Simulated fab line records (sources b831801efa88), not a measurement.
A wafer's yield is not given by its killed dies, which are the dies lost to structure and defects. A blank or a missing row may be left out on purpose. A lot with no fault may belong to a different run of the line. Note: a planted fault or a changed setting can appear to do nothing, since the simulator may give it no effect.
Struck lot and sound lot, side by side + flow gf180mcu + 17 out of 602 route steps
Sound: these wafers, L897.1, L897.4, L897.5. Wafers L905.2, L905.3, L905.6 were the ones struck. The cause is given at the end.
Each step with rows lists, per side, the tool, then ch with its chambers, then its first start. Under that, the readings that differ: sound wafers + struck wafers + difference of the means + sigmas: that difference in standard deviations of wafers without a fault.
alike: readings with means less than 2 such deviations apart, plus words and numbers identical on both sides. not compared: withheld readings, readings lacking a value on some wafer, bounds such as >300 that could conceal the same value, and numbers that have no deviation in the record and whose values overlap.
Wherever a step has rows on one side only, a row that says differs or no value, or a row with sigmas, the two part there. When numbers do not overlap yet have no deviation, they are printed without sigmas and do not part them. Lack of a reading on every wafer of one side parts them only where that side has two or more wafers.

first, 2 steps without rows for these wafers: GF_NWELL_IMPLANT_08; GF_NWELL_IMPLANT_09.
GF_NWELL_STRIP_10: strips in O2/N2.
  sound on plasmaAsher-03 ch 0,1, day 3 11:52; struck on plasmaAsher-01 ch 0,1, day 5 10:07
| reading                  | sound       | struck      | difference | sigmas |
|--------------------------|-------------|-------------|------------|--------|
| drypumpMotorCurrentA (A) | 6.7 6.7 6.3 | 5.2 5.6 5.5 | -1.1       | -2     |
  alike: heaterPowerW, oesProductAu, stripTimeToEndpointS
  not compared: rfHoursCounterH
GF_NWELL_TW_MEAS_11:
  sound: filmMetro-02 at day 3 11:58; struck: filmMetro-03 at day 5 10:13
| reading  | sound          | struck         | difference | sigmas |
|----------|----------------|----------------|------------|--------|
| NWELL_TW | 1541 1541 1537 | 1567 1567 1583 | +33        | +2     |
then, 7 steps without rows for these wafers: GF_LVPWELL_DEHYDRATE_00 (time 60 s); GF_LVPWELL_HMDS_01 (prime time 60 s); GF_LVPWELL_COAT_02 (resist thk 3000 nm); GF_LVPWELL_SOFTBAKE_03; GF_LVPWELL_EXPOSE_04 (exposes mask LVPWELL, target cd 600 nm); GF_LVPWELL_PEB_05; GF_LVPWELL_DEVELOP_06 (develop time 60 s).
GF_LVPWELL_OVL_MEAS_07:
  sound: overlay-01 at day 4 01:04; struck: overlay-02 at day 6 00:44
  alike: LVPWELL_OVL
GF_LVPWELL_IMPLANT_08:
  sound on implanter-03 ch 0, day 4 01:07; struck on implanter-04 ch 0, day 6 00:47
| reading                  | sound             | struck            | difference | sigmas |
|--------------------------|-------------------|-------------------|------------|--------|
| implantIonAmu            | 11 11 11          | 31 31 31          | +20        |        |
| model.implant.rpNm (nm)  | 489.2 489.2 489.2 | 219.2 219.2 219.2 | -270.0     |        |
| model.implant.drpNm (nm) | 102.4 102.4 102.4 | 68.9 68.9 68.9    | -33.5      |        |
  alike: beamEnergyKeV, endStationPressureTorr
after that, 1 step had no rows for these wafers: GF_LVPWELL_IMPLANT_09.
GF_LVPWELL_STRIP_10: strips in O2/N2.
  sound on plasmaAsher-01 ch 0,1, day 4 01:25; struck on plasmaAsher-01 ch 0,1, day 6 01:04
  alike: drypumpMotorCurrentA, heaterPowerW, oesProductAu, stripTimeToEndpointS
  not compared: rfHoursCounterH
GF_LVPWELL_TW_MEAS_11:
  sound: filmMetro-03 at day 4 01:31; struck: filmMetro-02 at day 6 01:23
| reading    | sound       | struck         | difference | sigmas      |
|------------|-------------|----------------|------------|-------------|
| LVPWELL_TW | 554 553 556 | 1285 1289 1285 | +732       | +99 or more |
  not compared: hold
after that, 1 step had no rows for these wafers: GF_PASSIVATION_PROBE_99.

## WHERE THEY PART
First at GF_NWELL_STRIP_10; last, within this record, at GF_LVPWELL_TW_MEAS_11.

WHY: what the simulator had put in
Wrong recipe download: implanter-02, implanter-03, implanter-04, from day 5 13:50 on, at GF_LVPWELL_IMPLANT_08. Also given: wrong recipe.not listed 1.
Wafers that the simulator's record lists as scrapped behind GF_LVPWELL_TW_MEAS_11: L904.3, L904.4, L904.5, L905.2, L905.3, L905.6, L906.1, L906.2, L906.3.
